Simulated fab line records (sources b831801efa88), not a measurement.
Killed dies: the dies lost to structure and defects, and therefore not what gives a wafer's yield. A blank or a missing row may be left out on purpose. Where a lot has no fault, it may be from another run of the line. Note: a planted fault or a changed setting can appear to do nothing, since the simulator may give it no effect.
Comparing a struck lot with a sound one    flow sky130    20 steps out of a route of 708
Sound: wafers L175.2, L175.4, L175.6. The struck wafers were L174.1, L174.5, L174.6. The cause is given at the end.
Each step with rows lists, per side, the tool, then ch with its chambers, then its first start. Under that, the readings that differ: sound wafers    struck wafers    difference of the means    sigmas: that difference in standard deviations of wafers without a fault.
alike: a reading whose means differ by less than 2 such deviations, as well as words and numbers matching on both sides. not compared: withheld readings; readings where some wafer has no value; bounds like >300 that might hide an equal value; numbers whose values overlap and for which the record gives no deviation.
Wherever a step has rows on one side only, a row that says differs or no value, or a row with sigmas, the two part there. Numbers that have no deviation but don't overlap get no sigmas and don't part them. A reading that every wafer of one side lacks parts them only if that side has two wafers or more.

first, 1 step without rows for these wafers: SKY_NWELL_IMPLANT_24.
SKY_NWELL_STRIP_25: strips in O2/N2.
  sound on plasma asher-03 ch 0, day 6 18:48; struck on plasma asher-01 ch 0,1, day 6 09:52
  alike: drypump motor current A, oes product au, strip time to endpoint s
  not compared: rf hours counter h
SKY_NWELL_TW_MEAS_26:
  struck on film metro-01, day 6 09:58; sound on film metro-02, day 6 18:55
  alike: NWELL_2_TW
then, 1 step without rows for these wafers: SKY_NWELL_CLEAN_27 (cleans in SC1/SC2, time 150 s).
SKY_NWELL_RTA_28: time 30 s.
  sound on rtp anneal-02 ch 0, day 6 19:02; struck on rtp anneal-02 ch 0, day 6 10:04
  alike: lamp power pct, wafer_temp_C_max
SKY_NWELL_RS_MEAS_29: measures by four-point-probe.
  struck on film metro-02, day 6 10:10; sound on film metro-04, day 6 19:08
  alike: NWELL_RS
SKY_NWELL_RS_MEAS_31: measures by four-point-probe.
  struck on film metro-02, day 6 10:25; sound on film metro-04, day 6 19:22
  alike: PWDE_RS
then, 4 steps without rows for these wafers: SKY_VT_ADJUST_HVTP_DEHYDRATE_00 (time 60 s); SKY_VT_ADJUST_HVTP_HMDS_01 (prime time 60 s); SKY_VT_ADJUST_HVTP_COAT_02 (resist thk 1140 nm); SKY_VT_ADJUST_HVTP_SOFTBAKE_03 (time 60 s).
SKY_VT_ADJUST_HVTP_EXPOSE_04: exposes mask HVTPM, target cd 380 nm.
  sound on iline stepper-01 ch 0, day 7 05:02; struck on iline stepper-01 ch 0, day 6 19:16
reading  sound                    struck                                                 difference  sigmas
mask     HVTPM#0 HVTPM#0 HVTPM#0  HVN_STD_DERIVED#0 HVN_STD_DERIVED#0 HVN_STD_DERIVED#0  differs     
then, 2 steps without rows for these wafers: SKY_VT_ADJUST_HVTP_PEB_05; SKY_VT_ADJUST_HVTP_DEVELOP_06 (develop time 58.92 s).
SKY_VT_ADJUST_HVTP_CD_MEAS_07 targets a cd of 380 nm.
  struck on cd sem-01, day 7 04:34; sound on cd sem-01, day 7 14:27
reading     sound              struck  difference                     sigmas
cd nm (nm)  380.9 382.6 382.1  - - -   no value on the struck wafers  
SKY_VT_ADJUST_HVTP_OVL_MEAS_08:
  struck on overlay-02, day 7 04:41; sound on overlay-01, day 7 14:34
reading                  sound        struck  difference                     sigmas
VT_ADJUST_HVTP_OVL (nm)  0.9 1.1 2.1  - - -   no value on the struck wafers  
following that, these wafers have no rows for 1 step: SKY_VT_ADJUST_HVTP_IMPLANT_09.
SKY_VT_ADJUST_HVTP_STRIP_10: strips in O2/N2.
  sound on plasma asher-02 ch 0, day 7 14:44; struck on plasma asher-02 ch 0,1, day 7 04:52
  alike: drypump motor current A, oes product au, strip time to endpoint s
  not compared: rf hours counter h
SKY_VT_ADJUST_HVTP_TW_MEAS_11:
  struck on film metro-01, day 7 05:12; sound on film metro-02, day 7 14:51
reading            sound           struck    difference  sigmas
VT_ADJUST_HVTP_TW  1348 1349 1353  30 30 30  -1320       -99 or more
  not compared: hold
following that, these wafers have no rows for 1 step: SKY_PAD_OPEN_PROBE_99.

== WHERE THEY PART ==
Earliest at SKY_VT_ADJUST_HVTP_EXPOSE_04; latest, in this record, at SKY_VT_ADJUST_HVTP_TW_MEAS_11.

WHY: what had been put in by the simulator
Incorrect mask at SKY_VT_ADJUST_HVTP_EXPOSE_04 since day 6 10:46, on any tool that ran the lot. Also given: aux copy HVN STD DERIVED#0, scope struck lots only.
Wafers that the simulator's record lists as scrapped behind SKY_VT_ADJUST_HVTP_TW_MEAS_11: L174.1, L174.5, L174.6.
